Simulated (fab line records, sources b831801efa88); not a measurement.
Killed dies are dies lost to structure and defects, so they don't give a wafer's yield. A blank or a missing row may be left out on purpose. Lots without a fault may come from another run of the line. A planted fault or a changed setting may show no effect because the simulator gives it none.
A struck lot beside a sound one | flow sky130 | 28 steps out of a route of 708
Sound: wafers L888.2, L888.4, L888.6. Struck: wafer L895.5. (L895.2, L895.6 of the same lot were not struck and are left out.) The cause comes at the end.
At each step with rows: each side's tool, then ch and its chambers, then its first start. Under that, the readings that differ: sound wafers | struck wafers | difference of the means | sigmas: that difference in standard deviations of wafers without a fault.
alike: readings whose means differ by less than 2 such deviations, and words and numbers that are the same on both sides. not compared: withheld readings, readings that some wafer has no value for, bounds like >300 that may hide the same value, and numbers for which the record gives no deviation and whose values overlap.
The two part at a step that has a row with sigmas, a row that says differs or no value, or rows on one side only. Numbers that don't overlap but have no deviation are shown without sigmas and don't part them. A reading that every wafer of one side lacks parts them only if that side has two wafers or more.

first, 1 step without rows for these wafers: SKY_VIA4_ETCH_12 (etches SiO2 in C4F8/O2/Ar, stops on TiN, target depth 580 nm).
SKY_VIA4_STRIP_13: strips in O2/N2.
  sound on plasma_asher-04 ch 0,1, day 44 17:11; struck on plasma_asher-03 ch 1, day 46 16:07
  reading                      | sound                | struck | difference | sigmas
  strip_time_to_endpoint_s (s) | 12.775 12.794 12.776 | 12.860 | +0.078     | +3
  alike: drypump_motor_current_A, n2_flow_sccm, oes_product_au
  not compared: rf_hours_counter_h
then, 3 steps without rows for these wafers: SKY_VIA4_STRIP_14 (strips in post etch residue remover, time 1200 s); SKY_VIA4_CLEAN_15 (cleans in IPA, time 180 s); SKY_VIA4_CLEAN_16 (cleans in O3/DIW).
SKY_VIA4_SPUTTER_17: material TiN, target thk 20 nm, time 80 s.
  sound on pvd_sputter-04, day 44 17:49; struck on pvd_sputter-03, day 46 16:43
  alike: throttle_valve_pct
then, 1 step without rows for these wafers: SKY_VIA4_CVD_18 (deposits W, target thk 505 nm, time 152.14 s).
SKY_VIA4_RS_MEAS_19: measures by four-point-probe.
  sound on film_metro-02, day 44 18:03; struck on film_metro-01, day 46 16:57
  alike: VIA4_W_RS
SKY_VIA4_THK_MEAS_20: measures by xrf.
  sound on film_metro-02, day 44 18:10; struck on film_metro-01, day 46 17:04
  alike: VIA4_W_THK
then, 1 step without rows for these wafers: SKY_VIA4_CMP_21 (polishes, stops on SiO2, t overpolish 25 s, target thk 0 nm).
SKY_METAL5_SPUTTER_00: material Ti, target thk 15 nm, time 10 s.
  sound on pvd_sputter-03, day 44 18:39; struck on pvd_sputter-03, day 46 17:32
  alike: throttle_valve_pct
then, 1 step without rows for these wafers: SKY_METAL5_SPUTTER_01 (material TiN, target thk 20 nm, time 16.7 s).
SKY_METAL5_SPUTTER_02: material AlCu, target thk 1150 nm, time 61.2 s.
  sound on pvd_sputter-03, day 44 18:41; struck on pvd_sputter-03, day 46 17:35
  reading                                     | sound          | struck | difference | sigmas
  model.AlCu_of_METAL5_SPUTTER_02.thk_nm (nm) | 1157 1161 1151 | 1198   | +42        |
  alike: throttle_valve_pct
SKY_METAL5_SPUTTER_03: material Ti, target thk 5 nm, time 3.3 s.
  sound on pvd_sputter-03, day 44 18:44; struck on pvd_sputter-03, day 46 17:38
  alike: throttle_valve_pct
SKY_METAL5_SPUTTER_04: material TiN, target thk 70 nm, time 58.3 s.
  sound on pvd_sputter-03, day 44 18:46; struck on pvd_sputter-03, day 46 17:39
  alike: throttle_valve_pct
SKY_METAL5_RS_MEAS_05: measures by four-point-probe.
  sound on film_metro-04, day 44 18:50; struck on film_metro-04, day 46 18:04
  reading                 | sound                   | struck  | difference | sigmas
  METAL5_ALCU_RS (ohm/sq) | 0.02687 0.02686 0.02699 | 0.02594 | -0.00097   | -3
  not compared: hold
SKY_METAL5_THK_MEAS_06: measures by xrf.
  sound on film_metro-04, day 44 18:56; struck on film_metro-04, day 46 22:57
  reading              | sound          | struck                   | difference                   | sigmas
  hold                 | - - -          | await_dispo/4.8h/release | no value on the sound wafers |
  METAL5_ALCU_THK (nm) | 1178 1177 1169 | 1222                     | +47                          | +3
then, 8 steps without rows for these wafers: SKY_METAL5_DEHYDRATE_07 (time 60 s); SKY_METAL5_HMDS_08 (prime time 60 s); SKY_METAL5_COAT_09 (resist thk 1800 nm); SKY_METAL5_SOFTBAKE_10 (time 60 s); SKY_METAL5_EXPOSE_11 (exposes mask MM5, target cd 1600 nm); SKY_METAL5_PEB_12; SKY_METAL5_DEVELOP_13 (develop time 60 s); SKY_METAL5_DESCUM_14 (chemistry O2, time 11 s).
SKY_METAL5_METAL_ETCH_15: etches the open film in Cl2/BCl3, stops on SiO2, target depth 1260 nm, time 252 s.
  sound on rie_metal-03 ch 0,1, day 45 16:06; struck on rie_metal-04 ch 1, day 47 13:33
  reading                            | sound          | struck | difference | sigmas
  model.etch.depth_nm (nm)           | 1267 1257 1263 | 1274   | +12        |
  model.METAL5.feature_depth_nm (nm) | 1267 1257 1263 | 1274   | +12        |
  alike: drypump_motor_current_A, mfc_cl2_sccm, oes_product_au, throttle_valve_pct
  not compared: rf_hours_counter_h
then, 1 step without rows for these wafers: SKY_METAL5_STRIP_16 (strips in O2/N2).
SKY_PAD_OPEN_PROBE_99:
  sound on prober-01, day 47 11:38; struck on prober-02, day 49 07:09
  reading                      | sound                   | struck  | difference | sigmas
  defect_limited_yield (%)     | 80.9 80.7 81.7          | 84.8    | +3.7       | +2
  killed_at_M0_to_M3           | 48 55 43                | 35      | -14        | -2
  killed_open                  | 52 49 44                | 35      | -13        | -2
  sort_bin_6_memory (%)        | 4.9 6.9 8.1             | 4.1     | -2.5       | -2
  sort_yield_pct (%)           | 80.9 80.7 81.7          | 84.8    | +3.7       | +2
  model.etest.met5.rs_ohm_sq   | 0.02732 0.02682 0.02743 | 0.02612 | -0.00107   |
  model.etest.met5.line_ohm_um | 0.01719 0.01673 0.01719 | 0.01651 | -0.00053   |
  alike: killed_at_M4_up, killed_at_contacts, killed_at_front_end, killed_at_other, killed_dies, killed_short, sort_bin_3_pad_short, sort_bin_5_function, sort_n_pass

WHERE THEY PART
First at SKY_VIA4_STRIP_13; last, within this record, at SKY_PAD_OPEN_PROBE_99.

WHY: what the simulator had put in
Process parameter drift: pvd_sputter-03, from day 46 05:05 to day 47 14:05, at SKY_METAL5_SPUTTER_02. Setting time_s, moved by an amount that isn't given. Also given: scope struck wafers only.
